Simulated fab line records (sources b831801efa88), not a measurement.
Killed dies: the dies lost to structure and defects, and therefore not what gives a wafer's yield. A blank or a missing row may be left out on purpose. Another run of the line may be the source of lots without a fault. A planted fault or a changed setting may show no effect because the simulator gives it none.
fab line records	flow sfqLine
record lots=14	wafers=42	lastDay=91
route steps=325 shown M4@150 I4@166 JJ@191
lots that met no fault: taken from a fault-free run of the same line
startH: start of the lot's first displayed wafer, in hours after the record's first day	waitH: hours elapsed since this lot's preceding step	" as in the row above	L1.1+2: a row that stands for several wafers	- no value, or no start given	* or withheld: withheld	< > ~ a bound
route shown NAME@n: names a module that has steps shown in the file, with the first one's number in the route	usual: mean/standard deviation taken from wafers without a fault	same: alike in all rows	chamber/n: place in a boat	sites: the reading at each site	_std_site: how widely they spread, as a standard deviation	_edge_site: mean of outer sites minus mean of inner sites	radiusMm: how far each site lies from the wafer's centre	mask NAME#n: copy n	behind: tool/chamber where the wafer was last shaped	hold: cause of the lot's hold/its duration in hours/its outcome	device: names the non-switching transistor (n, p or np)	end of line: tests of these same wafers at the route's end	a step without rows: its recipe alone	killed: dies lost to structure and defects at the first sort, not the wafer's yield	map: a wafer's dies, marking killed ones x, the rest . and places with no die _
set.NAME: the run value of the setting; set.NAME@STEP: its run value at that earlier step	model.NAME: the simulator's own value behind a step, which no gauge read
a sample of lots followed through the steps of the route, with each step as a table and each wafer as a row
services: the hour from which a tool's chamber was out of use, counted from the record's first day as startH (under 0 if before that day), plus the number of hours and why
## steps
# step SFQ_M4_RS_MEAS_924
# recipe thkMeasGauge=four-point-probe	reads=Nb_of_TRILAYER_M4_DEP_SPUTTER_091
# usual M4_NB_RS=0.890/0.0089
lot.wafer	tool	chamber	startH	waitH	M4_NB_RS[ohm/sq]
L354.3	filmMetro-04	-	1043.13	0.1	0.889
L354.4	"	-	"	"	0.897
L354.6	"	-	"	"	0.884
L357.2	filmMetro-02	-	1066.39	0.1	0.888
L357.5	"	-	"	"	0.890
L357.6	"	-	"	"	0.891
L358.1	filmMetro-03	-	1071.17	0.0	0.881
L358.2	"	-	"	"	0.871
L358.4	"	-	"	"	0.867
L365.2	filmMetro-03	-	1156.51	0.1	0.893
L365.5	"	-	"	"	0.889
L365.6	"	-	"	"	0.895
L367.2	filmMetro-03	-	1172.24	0.1	0.882
L367.3	"	-	"	"	0.893
L367.6	"	-	"	"	0.892
L368.1	filmMetro-03	-	1190.34	0.0	0.884
L368.3	"	-	"	"	0.892
L368.4	"	-	"	"	0.886
L369.3	filmMetro-03	-	1191.58	0.1	0.881
L369.5	"	-	"	"	0.879
L369.6	"	-	"	"	0.880
L370.1	filmMetro-04	-	1201.07	0.0	0.913
L370.2	"	-	"	"	0.901
L370.6	"	-	"	"	0.909
L372.2	filmMetro-04	-	1228.73	0.1	0.909
L372.4	"	-	"	"	0.902
L372.5	"	-	"	"	0.898
L373.1	filmMetro-03	-	1231.09	0.0	0.887
L373.4	"	-	"	"	0.881
L373.5	"	-	"	"	0.883
L374.1	filmMetro-02	-	1232.30	0.0	0.880
L374.5	"	-	"	"	0.890
L374.6	"	-	"	"	0.881
L375.1	filmMetro-04	-	1242.96	0.0	0.900
L375.2	"	-	"	"	0.887
L375.6	"	-	"	"	0.899
L376.1	filmMetro-04	-	1255.08	0.0	0.893
L376.2	"	-	"	"	0.896
L376.3	"	-	"	"	0.902
L377.1	filmMetro-03	-	1256.83	0.0	0.874
L377.3	"	-	"	"	0.875
L377.5	"	-	"	"	0.875
# step SFQ_TRILAYER_I4_METRO_MEASURE_101
# usual thkNm=200.2/0.82
lot.wafer	tool	chamber	startH	waitH	thkNm
L354.3	filmMetro-02	-	1056.73	0.5	199.3
L354.4	"	-	"	"	201.2
L354.6	"	-	"	"	200.4
L357.2	filmMetro-02	-	1203.66	0.3	199.2
L357.5	"	-	"	"	200.6
L357.6	"	-	"	"	200.2
L358.1	filmMetro-02	-	1209.46	0.1	200.2
L358.2	"	-	"	"	199.2
L358.4	"	-	"	"	198.9
L365.2	filmMetro-03	-	1297.83	0.3	200.1
L365.5	"	-	"	"	201.6
L365.6	"	-	"	"	199.0
L367.2	filmMetro-02	-	1312.23	0.3	201.0
L367.3	"	-	"	"	200.5
L367.6	"	-	"	"	200.3
L368.1	filmMetro-01	-	1327.63	0.1	199.6
L368.3	"	-	"	"	200.6
L368.4	"	-	"	"	200.4
L369.3	filmMetro-01	-	1331.03	0.5	199.2
L369.5	"	-	"	"	200.4
L369.6	"	-	"	"	200.0
L370.1	filmMetro-03	-	1333.80	0.1	201.0
L370.2	"	-	"	"	201.1
L370.6	"	-	"	"	201.2
L372.2	filmMetro-03	-	1364.43	0.3	198.9
L372.4	"	-	"	"	198.6
L372.5	"	-	"	"	198.6
L373.1	filmMetro-02	-	1366.03	0.1	200.8
L373.4	"	-	"	"	200.0
L373.5	"	-	"	"	200.8
L374.1	filmMetro-01	-	1369.03	0.1	201.1
L374.5	"	-	"	"	200.4
L374.6	"	-	"	"	200.5
L375.1	filmMetro-02	-	1380.68	0.1	197.9
L375.2	"	-	"	"	199.7
L375.6	"	-	"	"	197.8
L376.1	filmMetro-02	-	1390.70	0.1	201.0
L376.2	"	-	"	"	199.9
L376.3	"	-	"	"	200.7
L377.1	filmMetro-03	-	1391.90	0.1	200.0
L377.3	"	-	"	"	199.2
L377.5	"	-	"	"	199.4
# step SFQ_JJ_OVL_MEAS_931
# usual J5_OVL=2/4.8
lot.wafer	tool	chamber	startH	waitH	J5_OVL[nm]
L354.3	overlay-01	-	1192.87	0.1	10
L354.4	"	-	"	"	11
L354.6	"	-	"	"	3
L357.2	overlay-02	-	1211.52	0.1	0
L357.5	"	-	"	"	5
L357.6	"	-	"	"	2
L358.1	overlay-01	-	1222.81	0.1	4
L358.2	"	-	"	"	3
L358.4	"	-	"	"	11
L365.2	overlay-02	-	1305.81	0.1	1
L365.5	"	-	"	"	2
L365.6	"	-	"	"	2
L367.2	overlay-01	-	1320.08	0.1	2
L367.3	"	-	"	"	-2
L367.6	"	-	"	"	2
L368.1	overlay-01	-	1336.58	0.1	6
L368.3	"	-	"	"	2
L368.4	"	-	"	"	7
L369.3	overlay-01	-	1338.99	0.1	-5
L369.5	"	-	"	"	0
L369.6	"	-	"	"	6
L370.1	overlay-01	-	1342.74	0.1	-1
L370.2	"	-	"	"	1
L370.6	"	-	"	"	5
L372.2	overlay-02	-	1372.28	0.1	6
L372.4	"	-	"	"	2
L372.5	"	-	"	"	-2
L373.1	overlay-02	-	1374.67	0.1	-2
L373.4	"	-	"	"	-1
L373.5	"	-	"	"	-1
L374.1	overlay-02	-	1378.45	0.1	7
L374.5	"	-	"	"	-3
L374.6	"	-	"	"	4
L375.1	overlay-01	-	1513.18	0.1	2
L375.2	"	-	"	"	-5
L375.6	"	-	"	"	-1
L376.1	overlay-01	-	1526.46	0.1	-12
L376.2	"	-	"	"	3
L376.3	"	-	"	"	4
L377.1	overlay-01	-	1527.66	0.1	13
L377.3	"	-	"	"	7
L377.5	"	-	"	"	7
# step SFQ_TRILAYER_JJ_CE_BARC_OPEN_RIE_150
# recipe maskMaterial=PR	chemistry=O2	targetDepthNm=240	target=BARC	icpW=600	biasW=80	pressureMtorr=10	timeS=80
# usual chamberPressureMTorr=10.000/0.0093	drypumpMotorCurrentA=5.7/0.45	oesProductAu=0.537/0.0046
lot.wafer	tool	chamber	startH	waitH	chamberPressureMTorr	drypumpMotorCurrentA	oesProductAu	rfHoursCounterH
L354.3	rieMetal-02	0	1194.13	0.6	9.996	6.3	0.526	-
L354.4	"	1	"	"	10.001	5.4	0.533	-
L354.6	"	0	"	"	9.998	6.3	0.528	-
L357.2	rieMetal-04	0	1212.75	0.8	9.997	5.1	0.545	71
L357.5	"	0	"	"	10.003	5.1	0.544	-
L357.6	"	1	"	"	10.004	5.8	0.537	-
L358.1	rieMetal-04	0	1224.04	1.0	10.005	5.1	0.536	74
L358.2	"	0	"	"	9.994	5.1	0.541	-
L358.4	"	0	"	"	9.999	5.1	0.536	-
L365.2	rieMetal-04	0	1307.04	0.8	10.014	5.1	0.536	87
L365.5	"	1	"	"	8.015	5.8	0.540	-
L365.6	"	0	"	"	10.010	5.1	0.539	-
L367.2	rieMetal-04	1	1321.31	0.8	8.002	5.8	0.540	10
L367.3	"	1	"	"	7.999	5.8	0.543	-
L367.6	"	1	"	"	7.967	5.8	0.542	-
L368.1	rieMetal-02	0	1337.81	1.0	9.982	6.3	0.538	119
L368.3	"	1	"	"	10.003	5.5	0.534	-
L368.4	"	0	"	"	10.012	6.3	0.535	-
L369.3	rieMetal-03	1	1340.24	0.6	10.001	6.0	0.539	-
L369.5	"	1	"	"	10.001	6.0	0.529	-
L369.6	"	0	"	"	10.003	6.1	0.531	-
L370.1	rieMetal-02	1	1343.97	1.0	9.992	5.4	0.546	124
L370.2	"	0	"	"	10.006	6.3	0.530	120
L370.6	"	0	"	"	10.002	6.4	0.546	-
L372.2	rieMetal-03	1	1373.51	0.8	9.995	6.0	0.545	22
L372.4	"	0	"	"	9.996	6.1	0.542	-
L372.5	"	0	"	"	10.008	6.1	0.539	-
L373.1	rieMetal-03	0	1375.91	1.0	10.004	6.1	0.544	80
L373.4	"	1	"	"	9.988	6.0	0.535	-
L373.5	"	1	"	"	10.002	6.0	0.541	-
L374.1	rieMetal-02	1	1379.69	1.0	10.002	5.4	0.544	130
L374.5	"	1	"	"	9.989	5.4	0.547	-
L374.6	"	0	"	"	9.998	6.3	0.536	-
L375.1	rieMetal-02	1	1514.42	1.0	9.993	5.4	0.533	11
L375.2	"	0	"	"	10.006	6.3	0.536	6
L375.6	"	1	"	"	9.987	5.4	0.546	-
L376.1	rieMetal-04	1	1527.70	1.0	9.982	5.8	0.531	42
L376.2	"	0	"	"	9.984	5.1	0.533	121
L376.3	"	0	"	"	9.991	5.1	0.538	-
L377.1	rieMetal-04	1	1528.90	1.0	9.993	5.8	0.536	42
L377.3	"	0	"	"	10.015	5.1	0.537	-
L377.5	"	0	"	"	10.011	5.1	0.531	-
## services
tool	chamber	startH	hours	kind
filmMetro-02	-	1034.38	10.5	pm
filmMetro-03	-	1047.27	0.7	pm
rieMetal-04	0	1063.00	20.2	repair
filmMetro-03	-	1066.11	4.9	pm
filmMetro-01	-	1111.62	1.9	pm
filmMetro-03	-	1132.35	0.8	pm
filmMetro-02	-	1170.74	1.9	pm
rieMetal-03	-	1182.65	0.5	repair
rieMetal-02	-	1189.74	2.8	pm
filmMetro-02	-	1196.11	1.3	pm
rieMetal-02	-	1219.29	0.8	repair
filmMetro-03	-	1236.62	0.6	pm
filmMetro-02	-	1273.93	0.3	pm
filmMetro-03	-	1292.73	0.2	pm
rieMetal-02	-	1295.42	1.4	pm
filmMetro-02	-	1303.76	2.1	pm
filmMetro-03	-	1349.73	1.3	pm
rieMetal-04	-	1353.39	2.8	pm
filmMetro-03	-	1377.35	1.3	pm
rieMetal-02	1	1397.02	29.0	repair
filmMetro-02	-	1415.74	1.0	pm
filmMetro-02	-	1441.11	1.2	pm
filmMetro-03	-	1480.49	1.1	pm
filmMetro-02	-	1518.93	0.5	pm
## key
firstSign step=SFQ_TRILAYER_JJ_CE_BARC_OPEN_RIE_150	reading=chamberPressureMTorr	direction=down	sigmas=99+	usual=10.000	struck=7.995
effect none on later readings
metAt SFQ_TRILAYER_JJ_CE_BARC_OPEN_RIE_150
struckLots L365,L367
struckWafers L365.5,L367.2,L367.3,L367.6
notActingAt SFQ_M4_RS_MEAS_924,SFQ_TRILAYER_I4_METRO_MEASURE_101,SFQ_JJ_OVL_MEAS_931
onsetBetween 1212.75 1307.04
fault kind=processParameterDrift	tool=rieMetal-04	chamber=1	onsetH=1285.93	steps=SFQ_TRILAYER_JJ_CE_BARC_OPEN_RIE_150	channel=pressureMtorr	offset=-2	shape=step	endH=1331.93	actsIn=theseRecipesOnly	stated=10
